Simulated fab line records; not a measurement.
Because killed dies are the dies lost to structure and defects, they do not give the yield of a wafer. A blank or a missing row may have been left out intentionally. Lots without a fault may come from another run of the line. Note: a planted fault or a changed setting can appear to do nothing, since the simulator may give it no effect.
fab line records -- flow sky130
record: lots: 6, wafers: 18, last-day: 50
route steps=708 shown LDD_P@263 LDD_HVN@267 LDD_HVP@278 PAD_OPEN@708
lots untouched by any fault: they come from a run of this same line in which no faults occurred
start-h: the number of hours between the record's first day and the start of the first shown wafer of the lot -- wait-h: time in hours since the lot's previous step -- " the same as in the row above -- L1.1+2: several wafers, shown together as one row -- - no value present, or no start provided -- * or withheld: withheld -- < > ~ a bound
route shown NAME@n: a module of which the file shows steps, and the number in the route of the first -- usual: average and standard deviation across the fault-free wafers -- same: alike in all rows -- chamber/n: place in a boat -- sites: each site's reading -- _std_site: their standard deviation -- _edge_site: inner sites' mean taken away from outer sites' mean -- radius-mm: for every site, how far away it sits from the centre of the wafer -- mask NAME#n: copy n -- behind: the most recent tool/chamber to have shaped the wafer -- hold: why the lot went on hold/how many hours it stayed there/how the hold came to an end -- device: whichever transistor did not switch (one of n, p or np) -- end of line: the route-end tests of the same wafers -- a step given without rows: its recipe and nothing more -- killed: dies that structure and defects cost at the first sort, which is not the same as the wafer's yield -- map: dies across one wafer; x = killed, . = not, _ = none there
set.NAME: the run value of the setting; set.NAME@STEP: its run value at that earlier step -- model.NAME: the simulator's own value behind a step, which no gauge read
lots seen at some steps along the route; tables by step, rows by wafer
services: when a tool's chamber went out of use (start-h, in hours from the record's first day, below 0 if earlier), for how many hours, and the reason
== steps ==
step: SKY_LDD_P_OVL_MEAS_08
usual: LDD_P_OVL: -1.1/1.3
lot.wafer,tool,chamber,start-h,wait-h,LDD_P_OVL[nm]
L330.3,overlay-01,-,504.90,0.1,0.4
L330.4,overlay-01,-,504.90,0.1,0.4
L330.5,overlay-01,-,504.90,0.1,0.4
L335.2,overlay-02,-,543.02,0.1,-1.8
L335.3,overlay-02,-,543.02,0.1,-2.9
L335.6,overlay-02,-,543.02,0.1,-3.5
L338.3,overlay-01,-,569.13,0.1,-0.4
L338.4,overlay-01,-,569.13,0.1,-1.9
L338.6,overlay-01,-,569.13,0.1,-0.1
L340.2,overlay-01,-,598.07,0.1,-3.1
L340.4,overlay-01,-,598.07,0.1,-1.3
L340.6,overlay-01,-,598.07,0.1,-1.8
L342.2,overlay-02,-,604.12,0.1,-1.9
L342.3,overlay-02,-,604.12,0.1,-1.7
L342.6,overlay-02,-,604.12,0.1,-4.4
L345.3,overlay-02,-,629.38,0.1,-2.6
L345.4,overlay-02,-,629.38,0.1,-0.9
L345.6,overlay-02,-,629.38,0.1,-0.2
step: SKY_LDD_P_IMPLANT_09
recipe: species: BF2, energy-kev: 25, dose-cm2: 1e+13, tilt-deg: withheld
step: SKY_LDD_P_STRIP_10
recipe: chemistry: O2/N2, power-w: 1400, pressure-mtorr: 1500, platen-temp-c: withheld, o2-flow-sccm: 3000, n2-flow-sccm: 300, overash-fraction: 0.5
usual: drypump-motor-current-A: 5.8/0.31, n2-flow-sccm: 299.9/0.92, oes-product-au: 0.715/0.0042, strip-time-to-endpoint-s: 14.17/0.041
lot.wafer,tool,chamber,start-h,wait-h,drypump-motor-current-A,n2-flow-sccm,oes-product-au,rf-hours-counter-h,strip-time-to-endpoint-s
L330.3,plasma-asher-02,0,505.10,0.1,5.7,299.7,0.718,-,14.16
L330.4,plasma-asher-02,1,505.10,0.1,6.2,299.5,0.724,-,14.15
L330.5,plasma-asher-02,1,505.10,0.1,6.3,300.0,0.717,-,14.17
L335.2,plasma-asher-04,0,543.20,0.1,5.3,300.6,0.718,72,14.18
L335.3,plasma-asher-04,0,543.20,0.1,5.3,298.6,0.719,-,14.11
L335.6,plasma-asher-04,0,543.20,0.1,5.3,300.2,0.714,-,14.15
L338.3,plasma-asher-04,1,569.34,0.1,5.7,300.7,0.710,-,14.12
L338.4,plasma-asher-04,0,569.34,0.1,5.3,298.3,0.714,-,14.12
L338.6,plasma-asher-04,0,569.34,0.1,5.3,298.4,0.712,-,14.11
L340.2,plasma-asher-02,0,598.25,0.1,5.7,299.0,0.719,44,14.15
L340.4,plasma-asher-02,0,598.25,0.1,5.7,300.0,0.716,-,14.17
L340.6,plasma-asher-02,1,598.25,0.1,6.2,299.1,0.716,-,14.19
L342.2,plasma-asher-02,0,604.30,0.1,5.7,299.3,0.719,45,14.16
L342.3,plasma-asher-02,1,604.30,0.1,6.2,298.1,0.716,-,14.16
L342.6,plasma-asher-02,0,604.30,0.1,5.7,299.3,0.716,-,14.11
L345.3,plasma-asher-03,1,629.59,0.1,6.1,299.1,0.717,-,14.16
L345.4,plasma-asher-03,0,629.59,0.1,5.9,298.2,0.713,-,14.14
L345.6,plasma-asher-03,1,629.59,0.1,6.1,298.9,0.717,-,14.13
step: SKY_LDD_P_TW_MEAS_11
usual: LDD_P_TW: 633/6.7
lot.wafer,tool,chamber,start-h,wait-h,LDD_P_TW
L330.3,film-metro-02,-,505.19,0.1,639
L330.4,film-metro-02,-,505.19,0.1,635
L330.5,film-metro-02,-,505.19,0.1,637
L335.2,film-metro-02,-,543.31,0.1,639
L335.3,film-metro-02,-,543.31,0.1,636
L335.6,film-metro-02,-,543.31,0.1,640
L338.3,film-metro-03,-,569.42,0.1,621
L338.4,film-metro-03,-,569.42,0.1,622
L338.6,film-metro-03,-,569.42,0.1,622
L340.2,film-metro-04,-,598.36,0.1,632
L340.4,film-metro-04,-,598.36,0.1,636
L340.6,film-metro-04,-,598.36,0.1,632
L342.2,film-metro-04,-,604.41,0.1,629
L342.3,film-metro-04,-,604.41,0.1,634
L342.6,film-metro-04,-,604.41,0.1,631
L345.3,film-metro-03,-,629.67,0.1,624
L345.4,film-metro-03,-,629.67,0.1,623
L345.6,film-metro-03,-,629.67,0.1,621
step: SKY_LDD_HVN_DEHYDRATE_00
recipe: temp-c: 200, time-s: 60
step: SKY_LDD_HVN_HMDS_01
recipe: prime-time-s: 60, prime-temp-c: 120
step: SKY_LDD_HVN_COAT_02
recipe: resist: NOVOLAK, spin-rpm: 3000, resist-thk-nm: 300
step: SKY_LDD_HVN_SOFTBAKE_03
recipe: temp-c: 90, time-s: 60, resist: NOVOLAK
step: SKY_LDD_HVN_EXPOSE_04
recipe: mask-id: HVNTM, na: 0.6, source-shape: conventional, sigma-outer: 0.6, polarization: unpolarized, target-cd-nm: 700, dose-mj: 127
step: SKY_LDD_HVN_PEB_05
recipe: temp-c: withheld, time-s: *, resist: NOVOLAK
step: SKY_LDD_HVN_DEVELOP_06
recipe: resist: NOVOLAK, developer: TMAH, develop-time-s: 60, dev-temp-c: 23
step: SKY_LDD_HVN_OVL_MEAS_07
usual: LDD_HVN_OVL: -0.8/1.5
lot.wafer,tool,chamber,start-h,wait-h,LDD_HVN_OVL[nm]
L330.3,overlay-01,-,535.41,0.1,-0.8
L330.4,overlay-01,-,535.41,0.1,-2.6
L330.5,overlay-01,-,535.41,0.1,-3.4
L335.2,overlay-01,-,573.13,0.1,0.0
L335.3,overlay-01,-,573.13,0.1,-0.6
L335.6,overlay-01,-,573.13,0.1,1.5
L338.3,overlay-02,-,599.48,0.1,-3.1
L338.4,overlay-02,-,599.48,0.1,-2.6
L338.6,overlay-02,-,599.48,0.1,-2.4
L340.2,overlay-01,-,627.42,0.1,-1.0
L340.4,overlay-01,-,627.42,0.1,-2.9
L340.6,overlay-01,-,627.42,0.1,-0.3
L342.2,overlay-02,-,634.42,0.1,0.1
L342.3,overlay-02,-,634.42,0.1,-1.6
L342.6,overlay-02,-,634.42,0.1,-0.7
L345.3,overlay-01,-,658.81,0.1,-1.9
L345.4,overlay-01,-,658.81,0.1,-0.9
L345.6,overlay-01,-,658.81,0.1,-1.4
step: SKY_LDD_HVN_IMPLANT_08
recipe: species: P, energy-kev: 60, dose-cm2: 3e+13, tilt-deg: 40
usual: dose-ions-cm2: 2.999e+13/3.1e+10, faraday-current-uA: 169/3.3
lot.wafer,tool,chamber,start-h,wait-h,dose-ions-cm2,faraday-current-uA
L330.3,implanter-01,0,535.48,0.1,3.004e+13,173
L330.4,implanter-01,0,535.48,0.1,3e+13,169
L330.5,implanter-01,0,535.48,0.1,3.001e+13,170
L335.2,implanter-03,0,573.19,0.0,2.997e+13,165
L335.3,implanter-03,0,573.19,0.0,2.999e+13,170
L335.6,implanter-03,0,573.19,0.0,2.996e+13,169
L338.3,implanter-01,0,599.55,0.1,3.404e+13,189
L338.4,implanter-01,0,599.55,0.1,3.404e+13,180
L338.6,implanter-01,0,599.55,0.1,3.402e+13,192
L340.2,implanter-01,0,627.48,0.0,3.398e+13,193
L340.4,implanter-01,0,627.48,0.0,3.399e+13,189
L340.6,implanter-01,0,627.48,0.0,3.403e+13,192
L342.2,implanter-03,0,634.48,0.0,2.997e+13,172
L342.3,implanter-03,0,634.48,0.0,2.998e+13,168
L342.6,implanter-03,0,634.48,0.0,2.997e+13,170
L345.3,implanter-03,0,658.88,0.1,2.997e+13,172
L345.4,implanter-03,0,658.88,0.1,2.999e+13,170
L345.6,implanter-03,0,658.88,0.1,2.996e+13,167
step: SKY_LDD_HVN_STRIP_09
recipe: chemistry: O2/N2, power-w: 1400, pressure-mtorr: 1500, platen-temp-c: withheld, o2-flow-sccm: 3000, n2-flow-sccm: 300, overash-fraction: 0.5
usual: drypump-motor-current-A: 5.7/0.36, n2-flow-sccm: 299.8/0.9, oes-product-au: 0.409/0.0048, strip-time-to-endpoint-s: 4.132/0.017
lot.wafer,tool,chamber,start-h,wait-h,drypump-motor-current-A,n2-flow-sccm,oes-product-au,rf-hours-counter-h,strip-time-to-endpoint-s
L330.3,plasma-asher-04,1,535.62,0.1,5.7,299.5,0.408,-,4.145
L330.4,plasma-asher-04,0,535.62,0.1,5.3,300.4,0.405,-,4.147
L330.5,plasma-asher-04,1,535.62,0.1,5.7,297.8,0.408,-,4.143
L335.2,plasma-asher-02,1,573.31,0.1,6.3,299.4,0.404,42,4.130
L335.3,plasma-asher-02,0,573.31,0.1,5.7,300.1,0.399,-,4.159
L335.6,plasma-asher-02,1,573.31,0.1,6.2,298.6,0.407,-,4.137
L338.3,plasma-asher-04,1,599.68,0.1,5.7,300.3,0.402,-,4.144
L338.4,plasma-asher-04,0,599.68,0.1,5.3,299.9,0.403,-,4.125
L338.6,plasma-asher-04,1,599.68,0.1,5.7,301.0,0.408,-,4.112
L340.2,plasma-asher-01,1,627.60,0.1,5.2,300.4,0.410,20,4.138
L340.4,plasma-asher-01,0,627.60,0.1,6.3,299.9,0.408,-,4.132
L340.6,plasma-asher-01,0,627.60,0.1,6.3,300.5,0.412,-,4.122
L342.2,plasma-asher-04,0,634.60,0.1,5.3,300.4,0.407,81,4.100
L342.3,plasma-asher-04,0,634.60,0.1,5.3,300.7,0.403,-,4.124
L342.6,plasma-asher-04,0,634.60,0.1,5.3,301.0,0.412,-,4.113
L345.3,plasma-asher-02,1,659.02,0.1,6.2,301.4,0.409,-,4.131
L345.4,plasma-asher-02,0,659.02,0.1,5.7,299.9,0.405,-,4.107
L345.6,plasma-asher-02,1,659.02,0.1,6.2,299.4,0.413,-,4.147
step: SKY_LDD_HVN_TW_MEAS_10
usual: LDD_HVN_TW: 1439/19
lot.wafer,tool,chamber,start-h,wait-h,LDD_HVN_TW
L330.3,film-metro-02,-,535.70,0.1,1438
L330.4,film-metro-02,-,535.70,0.1,1440
L330.5,film-metro-02,-,535.70,0.1,1444
L335.2,film-metro-02,-,573.42,0.1,1452
L335.3,film-metro-02,-,573.42,0.1,1450
L335.6,film-metro-02,-,573.42,0.1,1452
L338.3,film-metro-01,-,599.77,0.1,1514
L338.4,film-metro-01,-,599.77,0.1,1525
L338.6,film-metro-01,-,599.77,0.1,1517
L340.2,film-metro-02,-,627.71,0.1,1506
L340.4,film-metro-02,-,627.71,0.1,1507
L340.6,film-metro-02,-,627.71,0.1,1512
L342.2,film-metro-03,-,634.71,0.1,1407
L342.3,film-metro-03,-,634.71,0.1,1411
L342.6,film-metro-03,-,634.71,0.1,1400
L345.3,film-metro-01,-,659.10,0.1,1460
L345.4,film-metro-01,-,659.10,0.1,1457
L345.6,film-metro-01,-,659.10,0.1,1458
step: SKY_LDD_HVP_DEHYDRATE_00
recipe: temp-c: 200, time-s: 60
step: SKY_PAD_OPEN_PROBE_99
usual: killed_at_M0_to_M3: 42/6.3, killed_at_M4_up: 2.8/1.9, killed-at-contacts: 23/5.3, killed-at-front-end: 16/4.3, killed-at-other: 0.2/0.51, killed-dies: 84/9.3, killed-open: 46/7.6, killed-short: 38/6.3
same: gross-dies: 492, killed-at-back-side: 0
lot.wafer,tool,chamber,start-h,wait-h,killed_at_M0_to_M3,killed_at_M4_up,killed-at-contacts,killed-at-front-end,killed-at-other,killed-dies,killed-open,killed-short,model.etest.tip_n_5v.rs-ohm-sq
L330.3,prober-01,-,1135.46,0.2,34,0,31,17,0,82,49,33,1386
L330.4,prober-01,-,1135.51,0.2,35,4,16,12,0,67,36,31,1396
L330.5,prober-01,-,1135.56,0.2,49,5,24,13,0,91,44,47,1391
L335.2,prober-01,-,1151.89,0.1,36,2,26,10,0,74,52,22,1377
L335.3,prober-01,-,1151.94,0.2,34,2,28,12,0,76,42,34,1375
L335.6,prober-01,-,1152.09,0.2,42,3,21,14,0,80,45,35,1366
L338.3,prober-02,-,1175.25,0.2,35,2,21,17,0,75,40,35,1270
L338.4,prober-02,-,1175.30,0.2,48,4,17,16,0,85,41,44,1289
L338.6,prober-02,-,1175.40,0.2,43,3,20,13,0,79,32,47,1270
L340.2,prober-02,-,1185.95,0.1,51,3,21,12,1,88,55,33,1285
L340.4,prober-02,-,1186.05,0.2,47,1,19,14,0,81,38,43,1285
L340.6,prober-02,-,1186.15,0.2,46,1,14,11,0,72,42,30,1288
L342.2,prober-01,-,1188.16,0.1,47,0,20,5,0,72,38,34,1410
L342.3,prober-01,-,1188.21,0.2,46,2,19,14,0,81,46,35,1404
L342.6,prober-01,-,1188.36,0.2,39,2,22,15,0,78,39,38,1410
L345.3,prober-02,-,1202.29,0.2,41,3,21,10,1,76,48,28,1385
L345.4,prober-02,-,1202.34,0.2,33,6,23,15,1,78,37,41,1390
L345.6,prober-02,-,1202.44,0.2,43,5,16,12,0,76,41,35,1393
killed by level:class
L330.3 CONTACT:geometric-particle:open=13 LI_CONTACT:geometric-particle:open=11 CONTACT:geometric-particle:short=6 VIA3:geometric-particle:open=6 METAL2:geometric-particle:short=6 FIELD_ISO:geometric-particle:short=5 POLY_GATE:geometric-particle:open=5 VIA1:geometric-particle:open=5
L330.4 LI_CONTACT:geometric-particle:open=8 FIELD_ISO:geometric-particle:short=6 VIA3:geometric-particle:open=6 VIA1:geometric-particle:open=6 METAL2:geometric-particle:short=5 METAL1:geometric-particle:short=4 CONTACT:geometric-particle:open=3 LI_CONTACT:geometric-particle:short=3
L330.5 VIA1:geometric-particle:open=12 CONTACT:geometric-particle:open=8 METAL1:geometric-particle:short=7 METAL2:geometric-particle:short=6 VIA2:geometric-particle:open=6 LI_CONTACT:geometric-particle:open=5 CONTACT:geometric-particle:short=5 VIA1:geometric-particle:short=5
L335.2 VIA1:geometric-particle:open=14 CONTACT:geometric-particle:open=13 LI_CONTACT:geometric-particle:open=9 VIA2:geometric-particle:open=7 VIA1:geometric-particle:short=4 FIELD_ISO:geometric-particle:short=3 METAL1:geometric-particle:short=3 VIA3:geometric-particle:open=3
L335.3 LI_CONTACT:geometric-particle:open=8 CONTACT:geometric-particle:open=7 FIELD_ISO:geometric-particle:open=6 VIA2:geometric-particle:open=6 VIA3:geometric-particle:open=5 CONTACT:geometric-particle:short=5 LI_CONTACT:geometric-particle:short=4 LOCAL_INTERCONNECT:geometric-particle:short=4
L335.6 LI_CONTACT:geometric-particle:open=12 VIA1:geometric-particle:open=8 VIA2:geometric-particle:open=7 VIA1:geometric-particle:short=6 VIA3:geometric-particle:open=6 CONTACT:geometric-particle:open=5 VIA2:geometric-particle:short=5 FIELD_ISO:geometric-particle:short=4
L338.3 CONTACT:geometric-particle:open=7 VIA1:geometric-particle:open=7 POLY_GATE:geometric-particle:short=5 LI_CONTACT:geometric-particle:open=5 METAL1:geometric-particle:short=5 VIA3:geometric-particle:open=5 POLY_GATE:geometric-particle:open=4 LI_CONTACT:geometric-particle:short=4
L338.4 METAL1:geometric-particle:short=12 VIA1:geometric-particle:open=11 CONTACT:geometric-particle:open=7 VIA3:geometric-particle:open=6 POLY_GATE:geometric-particle:short=5 LI_CONTACT:geometric-particle:open=4 METAL3:geometric-particle:short=4 VIA2:geometric-particle:short=4
L338.6 VIA1:geometric-particle:open=7 METAL2:geometric-particle:short=7 CONTACT:geometric-particle:open=6 METAL1:geometric-particle:short=6 VIA3:geometric-particle:open=6 POLY_GATE:geometric-particle:short=5 VIA1:geometric-particle:short=5 METAL3:geometric-particle:short=5
L340.2 CONTACT:geometric-particle:open=9 LI_CONTACT:geometric-particle:open=8 VIA2:geometric-particle:open=8 METAL2:geometric-particle:short=8 VIA3:geometric-particle:open=8 VIA1:geometric-particle:open=7 FIELD_ISO:geometric-particle:short=5 METAL3:geometric-particle:short=5
L340.4 METAL2:geometric-particle:short=8 VIA1:geometric-particle:open=7 VIA3:geometric-particle:short=7 LI_CONTACT:geometric-particle:open=6 VIA2:geometric-particle:open=6 POLY_GATE:geometric-particle:open=5 CONTACT:geometric-particle:short=5 VIA3:geometric-particle:open=5
L340.6 VIA3:geometric-particle:open=10 VIA2:geometric-particle:open=9 VIA1:geometric-particle:open=7 LI_CONTACT:geometric-particle:open=6 METAL1:geometric-particle:short=4 VIA3:geometric-particle:short=4 METAL3:geometric-particle:short=4 FIELD_ISO:geometric-particle:open=3
L342.2 VIA1:geometric-particle:open=16 METAL2:geometric-particle:short=7 CONTACT:geometric-particle:open=7 VIA1:geometric-particle:short=7 LI_CONTACT:geometric-particle:open=4 METAL3:geometric-particle:short=4 VIA3:geometric-particle:short=3 CONTACT:geometric-particle:short=3
L342.3 LI_CONTACT:geometric-particle:open=10 VIA3:geometric-particle:open=8 METAL2:geometric-particle:short=8 VIA1:geometric-particle:open=7 VIA2:geometric-particle:open=7 METAL1:geometric-particle:short=6 FIELD_ISO:geometric-particle:short=5 POLY_GATE:geometric-particle:open=5
L342.6 VIA1:geometric-particle:open=12 LI_CONTACT:geometric-particle:open=6 VIA3:geometric-particle:short=6 FIELD_ISO:geometric-particle:open=5 CONTACT:geometric-particle:open=5 POLY_GATE:geometric-particle:short=5 CONTACT:geometric-particle:short=5 VIA2:geometric-particle:open=5
L345.3 CONTACT:geometric-particle:open=12 VIA1:geometric-particle:open=12 VIA3:geometric-particle:open=8 METAL2:geometric-particle:short=6 LI_CONTACT:geometric-particle:open=5 VIA2:geometric-particle:open=4 VIA3:geometric-particle:short=4 FIELD_ISO:geometric-particle:open=3
L345.4 LI_CONTACT:geometric-particle:open=8 CONTACT:geometric-particle:open=7 METAL2:geometric-particle:short=6 FIELD_ISO:geometric-particle:short=5 CONTACT:geometric-particle:short=5 VIA1:geometric-particle:open=5 VIA1:geometric-particle:short=4 VIA3:geometric-particle:open=4
L345.6 VIA1:geometric-particle:open=9 CONTACT:geometric-particle:open=7 METAL2:geometric-particle:short=7 VIA2:geometric-particle:open=6 VIA3:geometric-particle:open=4 FIELD_ISO:geometric-particle:open=3 LI_CONTACT:geometric-particle:open=3 METAL1:geometric-particle:short=3
== services ==
tool,chamber,start-h,hours,kind
implanter-03,-,494.49,1.8,repair
plasma-asher-03,-,529.27,11.5,repair
implanter-03,-,541.24,30.4,repair
plasma-asher-02,-,551.50,1.8,repair
plasma-asher-02,-,568.99,3.5,repair
implanter-01,-,596.49,1.7,repair
implanter-01,-,608.08,3.3,pm
plasma-asher-04,-,615.03,3.9,repair
plasma-asher-01,-,636.09,1.2,repair
== key ==
first-sign: step: SKY_LDD_HVN_IMPLANT_08, reading: dose-ions-cm2, direction: up, sigmas: 99+, usual: *, struck: *
effect: step: SKY_LDD_HVN_IMPLANT_08, reading: faraday-current-uA, direction: up, sigmas: 6.1, usual: 169, struck: 189
effect: step: SKY_LDD_HVN_TW_MEAS_10, reading: LDD_HVN_TW, direction: up, sigmas: 4, usual: 1439, struck: 1513
model-effect: step: SKY_PAD_OPEN_PROBE_99, value: etest.tip_n_5v.rs-ohm-sq, without: 1404, struck: 1281
met-at SKY_LDD_HVN_IMPLANT_08
struck-wafers L338.3,L338.4,L338.6,L340.2,L340.4,L340.6
tester-left-out L338,L340
onset-between 535.48 599.55
fault: kind: process-parameter-drift, tool: implanter-01, chamber: -, onset-h: 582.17, steps: SKY_LDD_HVN_IMPLANT_08, channel: dose-cm2, offset: *, shape: step, end-h: 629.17, acts-in: *, stated: *
tester-left-out: of these lots the tester's yield and bins aren't shown, on N5 and GAA mostly nor the transistor test; their killed dies are dies lost to structure and defects alone, not to doping, threshold or leakage, so they don't give the yield
